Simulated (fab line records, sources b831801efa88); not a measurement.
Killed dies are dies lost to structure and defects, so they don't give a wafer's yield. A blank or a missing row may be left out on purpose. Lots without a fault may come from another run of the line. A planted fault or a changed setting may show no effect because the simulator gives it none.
A struck lot beside a sound one | flow sky130 | 16 steps out of a route of 708
Sound: wafers L453.3, L453.4, L453.5. Struck: wafers L462.1, L462.4, L462.6. The cause comes at the end.
At each step with rows: each side's tool, then ch and its chambers, then its first start. Under that, the readings that differ: sound wafers | struck wafers | difference of the means | sigmas: that difference in standard deviations of wafers without a fault.
alike: readings whose means differ by less than 2 such deviations, and words and numbers that are the same on both sides. not compared: withheld readings, readings that some wafer has no value for, bounds like >300 that may hide the same value, and numbers for which the record gives no deviation and whose values overlap.
The two part at a step that has a row with sigmas, a row that says differs or no value, or rows on one side only. Numbers that don't overlap but have no deviation are shown without sigmas and don't part them. A reading that every wafer of one side lacks parts them only if that side has two wafers or more.

first, 7 steps without rows for these wafers: SKY_METAL4_HMDS_06 (prime time 60 s); SKY_METAL4_COAT_07 (resist thk 60 nm); SKY_METAL4_COAT_08 (resist thk 1140 nm); SKY_METAL4_SOFTBAKE_09 (time 90 s); SKY_METAL4_EXPOSE_10 (exposes mask MM4, target cd 300 nm); SKY_METAL4_PEB_11; SKY_METAL4_DEVELOP_12 (develop time 60 s).
SKY_METAL4_CD_MEAS_13: target cd 300 nm.
  sound on cd_sem-01, day 42 14:55; struck on cd_sem-02, day 45 01:20
  alike: cd_nm
SKY_METAL4_OVL_MEAS_14:
  sound on overlay-02, day 42 15:01; struck on overlay-01, day 45 01:27
  alike: METAL4_OVL
SKY_METAL4_DESCUM_15: chemistry O2, time 8 s.
  sound on rie_metal-04 ch 0,1, day 42 15:03; struck on rie_metal-02 ch 0,1, day 45 01:29
  alike: drypump_motor_current_A, oes_product_au
  not compared: rf_hours_counter_h
SKY_METAL4_ETCH_16: etches BARC in N2/H2, stops on SiO2, time 88.2 s, target depth 60 nm.
  sound on rie_metal-04 ch 0,1, day 42 15:06; struck on rie_metal-02 ch 0,1, day 45 01:31
  alike: drypump_motor_current_A, oes_product_au, rf_fwd_power_W, throttle_valve_pct
  not compared: rf_hours_counter_h
SKY_METAL4_ETCH_17: etches SiO2 in C4F8/O2/Ar, stops on TiN, time 3.9 s, target depth 15 nm.
  sound on rie_diel-04 ch 1,2, day 42 15:10; struck on rie_diel-02 ch 0,1,3, day 45 01:37
  alike: oes_product_au, rf_fwd_power_W
  not compared: rf_hours_counter_h
SKY_METAL4_METAL_ETCH_18: etches the open film in Cl2/BCl3, stops on SiO2, target depth 845 nm, time 183.1 s.
  sound on rie_metal-03 ch 0,1, day 42 15:16; struck on rie_metal-03 ch 0,1, day 45 01:38
  reading                                       | sound             | struck            | difference | sigmas
  mfc_cl2_sccm (sccm)                           | 60.00 59.93 59.68 | 60.23 60.40 60.28 | +0.43      | +2
  rf_fwd_power_W (W)                            | 896.6 897.8 900.4 | 753.0 753.9 751.1 | -145.6     | -58
  model.KrF-thick_of_METAL4_COAT_08.thk_nm (nm) | 519.7 525 519.3   | 612.2 604.5 608.9 | +87.2      |
  model.SiO2_of_VIA3_HDPCVD_00.thk_nm (nm)      | 436 435.4 434.8   | 439.2 439.7 437.3 | +3.3       |
  alike: drypump_motor_current_A, oes_product_au, throttle_valve_pct
  not compared: rf_hours_counter_h, model.METAL4.cd_nm
SKY_METAL4_STRIP_19: strips in O2/N2.
  sound on plasma_asher-02 ch 0,1, day 42 15:28; struck on plasma_asher-02 ch 0,1, day 45 01:49
  reading                      | sound             | struck            | difference | sigmas
  oes_product_au (a.u.)        | 0.498 0.497 0.499 | 0.540 0.538 0.541 | +0.042     | +7
  strip_time_to_endpoint_s (s) | 6.45 6.51 6.46    | 7.38 7.29 7.35    | +0.87      | +15
  alike: drypump_motor_current_A
  not compared: rf_hours_counter_h
then, 1 step without rows for these wafers: SKY_METAL4_STRIP_20 (strips in post etch residue remover, time 1200 s).
-- the record jumps here: 4 days lie between the struck wafers' starts before and after (it left off in module METAL4 and takes up again in module PAD_OPEN, whose first step shown is number 708 of the route) --
SKY_PAD_OPEN_PROBE_99:
  sound on prober-02, day 46 13:29; struck on prober-02, day 48 15:49
  alike: defect_limited_yield, killed_at_M0_to_M3, killed_at_M4_up, killed_at_contacts, killed_at_front_end, killed_at_other, killed_dies, killed_open, killed_short, sort_bin_3_pad_short, sort_bin_5_function, sort_bin_6_memory, sort_n_pass, sort_yield_pct
  not compared: model.etest.met4.width_nm, model.etest.met4.line_ohm_um

WHERE THEY PART
First at SKY_METAL4_METAL_ETCH_18; last, within this record, at SKY_METAL4_STRIP_19. Later steps at which nothing parts them and some readings are alike: SKY_PAD_OPEN_PROBE_99.

WHY: what the simulator had put in
Process parameter drift: rie_metal-03, from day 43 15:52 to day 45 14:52, at SKY_METAL4_METAL_ETCH_18. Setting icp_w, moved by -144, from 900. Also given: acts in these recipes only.
